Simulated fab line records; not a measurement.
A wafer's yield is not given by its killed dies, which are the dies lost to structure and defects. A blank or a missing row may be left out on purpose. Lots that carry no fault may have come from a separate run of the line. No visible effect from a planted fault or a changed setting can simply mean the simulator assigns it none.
What tool caused it? + flow gf180mcu + 14 lots with 42 wafers sampled at 4 steps, on a route of 602 steps

== WHAT THE GAUGES READ, wafer by wafer ==
GF_HV_LDD_CD_MEAS_46: the cd target is 400 nm.
| lot  | measured     | on       | cdNm (nm)         |
|------|--------------|----------|-------------------|
| L609 | day 12 21:23 | cdSem-02 | 398.2 397.3 397.5 |
| L610 | day 13 00:26 | cdSem-02 | 397.9 398.7 398.3 |
| L611 | day 13 10:45 | cdSem-01 | 397.4 399.4 398.0 |
| L612 | day 13 21:14 | cdSem-01 | 397.9 397.1 398.1 |
| L613 | day 13 22:46 | cdSem-02 | 399.4 399.5 400.0 |
| L615 | day 14 13:46 | cdSem-02 | 400.1 401.0 400.0 |
| L617 | day 15 01:42 | cdSem-02 | 398.0 397.2 397.4 |
| L619 | day 15 11:19 | cdSem-02 | 402.0 400.9 399.9 |
| L620 | day 16 03:28 | cdSem-02 | 395.0 397.7 398.9 |
| L621 | day 16 13:08 | cdSem-02 | 402.4 400.8 403.4 |
| L623 | day 16 20:36 | cdSem-01 | 396.9 397.8 395.5 |
| L628 | day 19 00:36 | cdSem-02 | 401.5 399.6 399.7 |
| L631 | day 19 14:59 | cdSem-01 | 400.5 399.3 399.8 |
| L632 | day 20 02:05 | cdSem-02 | 399.4 400.9 400.4 |

GF_CONTACT_OVL_MEAS_15.
| lot  | measured     | on         | CONTACT_OVL (nm) |
|------|--------------|------------|------------------|
| L609 | day 16 14:33 | overlay-02 | -5 -5 -2         |
| L610 | day 16 17:35 | overlay-02 | -3 -4 -2         |
| L611 | day 17 04:27 | overlay-02 | -6 -3 -6         |
| L612 | day 17 15:50 | overlay-02 | -11 -6 -5        |
| L613 | day 17 16:44 | overlay-01 | -7 -4 -10        |
| L615 | day 18 11:34 | overlay-01 | 4 1 -6           |
| L617 | day 19 03:04 | overlay-01 | -2 -1 -9         |
| L619 | day 19 14:26 | overlay-01 | -5 -5 -4         |
| L620 | day 20 06:42 | overlay-01 | -5 -1 -1         |
| L621 | day 20 16:54 | overlay-02 | 0 3 -3           |
| L623 | day 21 03:02 | overlay-01 | -4 -2 -8         |
| L628 | day 23 03:53 | overlay-02 | -1 -6 -6         |
| L631 | day 23 19:09 | overlay-01 | -19 -7 -13       |
| L632 | day 24 04:47 | overlay-01 | 2 0 9            |

GF_V1_OVL_MEAS_15.
| lot  | measured     | on         | V1_OVL (nm) |
|------|--------------|------------|-------------|
| L609 | day 18 15:13 | overlay-02 | -4 6 -2     |
| L610 | day 18 18:57 | overlay-01 | -6 -17 -11  |
| L611 | day 19 07:18 | overlay-02 | -10 1 -1    |
| L612 | day 19 19:12 | overlay-02 | -1 -2 6     |
| L613 | day 19 20:35 | overlay-02 | 1 -4 -4     |
| L615 | day 20 14:34 | overlay-02 | -2 -1 -5    |
| L617 | day 21 06:28 | overlay-02 | -3 -3 2     |
| L619 | day 21 17:50 | overlay-02 | -7 8 -1     |
| L620 | day 22 09:59 | overlay-02 | -1 -5 -5    |
| L621 | day 22 19:08 | overlay-02 | -3 -5 4     |
| L623 | day 23 03:26 | overlay-01 | 15 -2 3     |
| L628 | day 25 02:08 | overlay-02 | -4 -6 -3    |
| L631 | day 25 17:14 | overlay-01 | -2 0 -8     |
| L632 | day 26 02:02 | overlay-01 | -10 -4 -2   |

== TOOL THAT RAN EACH LOT (tool first, then ch and the chambers of the sampled wafers, then the start) ==
| lot  | GF_VT_IMPLANT_SOFTBAKE_36        |
|------|----------------------------------|
| L609 | lithoTrack-03 ch 0, day 7 15:59  |
| L610 | lithoTrack-02 ch 0, day 7 18:24  |
| L611 | lithoTrack-03 ch 0, day 8 00:59  |
| L612 | lithoTrack-02 ch 0, day 8 09:52  |
| L613 | lithoTrack-03 ch 0, day 8 13:52  |
| L615 | lithoTrack-04 ch 0, day 9 03:50  |
| L617 | lithoTrack-03 ch 0, day 9 11:13  |
| L619 | lithoTrack-03 ch 0, day 9 22:28  |
| L620 | lithoTrack-02 ch 0, day 10 07:45 |
| L621 | lithoTrack-02 ch 0, day 10 12:55 |
| L623 | lithoTrack-02 ch 0, day 10 23:00 |
| L628 | lithoTrack-04 ch 0, day 12 07:49 |
| L631 | lithoTrack-04 ch 0, day 13 06:16 |
| L632 | lithoTrack-04 ch 0, day 13 11:14 |
- GF_VT_IMPLANT_SOFTBAKE_36: time 60 s.

== WHAT THE TOOLS THEMSELVES READ (means of the sampled wafers that have a number; where no wafer has one, the mark that the record gives instead) ==
GF_VT_IMPLANT_SOFTBAKE_36.
| lot  | tool          | heaterPowerTotalW (W) | plateTempC (C) | runLengthS (s) |
|------|---------------|-----------------------|----------------|----------------|
| L609 | lithoTrack-03 | 56.58                 | 90.02          | 89.02          |
| L610 | lithoTrack-02 | 56.60                 | 90.09          | 89.46          |
| L611 | lithoTrack-03 | 56.60                 | 90.07          | 88.80          |
| L612 | lithoTrack-02 | 56.55                 | 90.01          | 89.49          |
| L613 | lithoTrack-03 | 56.63                 | 89.94          | 88.95          |
| L615 | lithoTrack-04 | 56.62                 | 90.08          | 89.60          |
| L617 | lithoTrack-03 | 56.63                 | 89.95          | 88.84          |
| L619 | lithoTrack-03 | 56.61                 | 89.94          | 88.84          |
| L620 | lithoTrack-02 | 56.60                 | 90.01          | 89.41          |
| L621 | lithoTrack-02 | 56.58                 | 90.20          | 92.47          |
| L623 | lithoTrack-02 | 56.61                 | 90.15          | 92.43          |
| L628 | lithoTrack-04 | 56.57                 | 90.05          | 89.47          |
| L631 | lithoTrack-04 | 56.57                 | 90.09          | 89.46          |
| L632 | lithoTrack-04 | 56.64                 | 90.08          | 89.41          |

== THE ANSWER, worked out from the rows above alone ==
Rule: the lots themselves supply what counts as usual. Put in order of their means at a reading, lots are off if they are a third of the lots or fewer, leave a main group of 4 or more, and stand apart from it by a gap of 3 or more times the standard deviation of the main group's means; of several such gaps the widest counts. A main group is skipped when, at the precision printed for the reading in the tables above, its means are all equal. Also off: a lot with no number at a reading for which 4 or more lots have one. Where the step has rows for the other lots, those lots are counted as sound. First the gauges in route order, then the tools' own readings, where a lot's mean is used as printed above. The first step at which some lot is off is used, and at that step the reading that is off furthest; a lot without a number counts as furthest.
Off: L621, L623, at GF_VT_IMPLANT_SOFTBAKE_36 (runLengthS). Mean 89.23 s and standard deviation 0.29 in the main group.
A tool fits if, at that step or a process step before it, it ran every lot that is off, and no sound lot after the first of them. One candidate fits, namely lithoTrack-02 at GF_VT_IMPLANT_SOFTBAKE_36. A fault onset in the window from L620 (day 10 07:45, its last sound lot) to L621 (day 10 12:55, its first lot off) fits.
The tool's own readings at GF_VT_IMPLANT_SOFTBAKE_36 bear it out: on the lots that are off they differ by more than 5 times the standard deviation of the sound lots' means. runLengthS reads 92.45 s there against 89.23 s on the sound lots.

== WHAT THE SIMULATOR HAD PUT IN ==
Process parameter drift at GF_VT_IMPLANT_SOFTBAKE_36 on lithoTrack-02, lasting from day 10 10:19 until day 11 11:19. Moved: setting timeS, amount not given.
Shown lots that were struck: L621, L623. The same result came from the rule above.
